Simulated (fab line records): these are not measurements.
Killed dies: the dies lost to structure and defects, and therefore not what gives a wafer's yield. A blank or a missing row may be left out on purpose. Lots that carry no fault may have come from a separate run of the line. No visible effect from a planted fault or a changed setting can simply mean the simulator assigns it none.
Matching of chambers / flow gf180mcu / GF_V3_CMP_26 on cmp-02 has 4 sister chambers
The step polishes, stops on SiO2, t overpolish 15 s, target thk 0 nm. 8 wafers are shown with their chamber, then 7 later ones without.

WAFERS, EACH WITH ITS CHAMBER
wafer=L280.1; chamber=0; motor-current-A (A)=10.2; time-to-endpoint-s (s)=78
wafer=L288.5; chamber=1; motor-current-A (A)=13.2; time-to-endpoint-s (s)=81
wafer=L288.6; chamber=2; motor-current-A (A)=10.4; time-to-endpoint-s (s)=84
wafer=L290.2; chamber=3; motor-current-A (A)=11.4; time-to-endpoint-s (s)=81
wafer=L290.5; chamber=2; motor-current-A (A)=10.3; time-to-endpoint-s (s)=89
wafer=L290.6; chamber=1; motor-current-A (A)=13.3; time-to-endpoint-s (s)=85
wafer=L294.3; chamber=0; motor-current-A (A)=11.0; time-to-endpoint-s (s)=87
wafer=L294.4; chamber=3; motor-current-A (A)=11.3; time-to-endpoint-s (s)=81

WAFERS WITHOUT THEIR CHAMBER
wafer=L294.5; motor-current-A (A)=12.9; time-to-endpoint-s (s)=83
wafer=L297.2; motor-current-A (A)=10.0; time-to-endpoint-s (s)=83
wafer=L297.3; motor-current-A (A)=11.1; time-to-endpoint-s (s)=84
wafer=L297.4; motor-current-A (A)=13.2; time-to-endpoint-s (s)=86
wafer=L298.1; motor-current-A (A)=13.2; time-to-endpoint-s (s)=87
wafer=L298.5; motor-current-A (A)=11.2; time-to-endpoint-s (s)=83
wafer=L298.6; motor-current-A (A)=10.6; time-to-endpoint-s (s)=86

EACH ONE'S CHAMBER
wafer=L294.5; from the rows above=1; in truth=1
wafer=L297.2; from the rows above=can't be placed: 2 or 0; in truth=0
wafer=L297.3; from the rows above=can't be placed: 3 or 0 or 2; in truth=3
wafer=L297.4; from the rows above=1; in truth=1
wafer=L298.1; from the rows above=1; in truth=1
wafer=L298.5; from the rows above=can't be placed: 3 or 0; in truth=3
wafer=L298.6; from the rows above=can't be placed: 2 or 0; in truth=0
Correctly placed: 3 of 7. These rows do not allow placing 4 (true chamber among the candidates in 4). Number placed wrongly: 0.
How it was worked out, from the rows above alone: a wafer's distance from a chamber is the root of the sum, over the readings, of the square of ((its reading less the chamber's mean) divided by the reading's scatter). If the next closest chamber is less than 2 further off than the closest, the wafer can't be placed; otherwise it belongs to the closest. For every chamber, the mean is computed from those of its wafers that are shown. The scatter: the root of (the sum of the squares of (reading less its chamber's mean) over the shown wafers, divided by (wafers less chambers)).
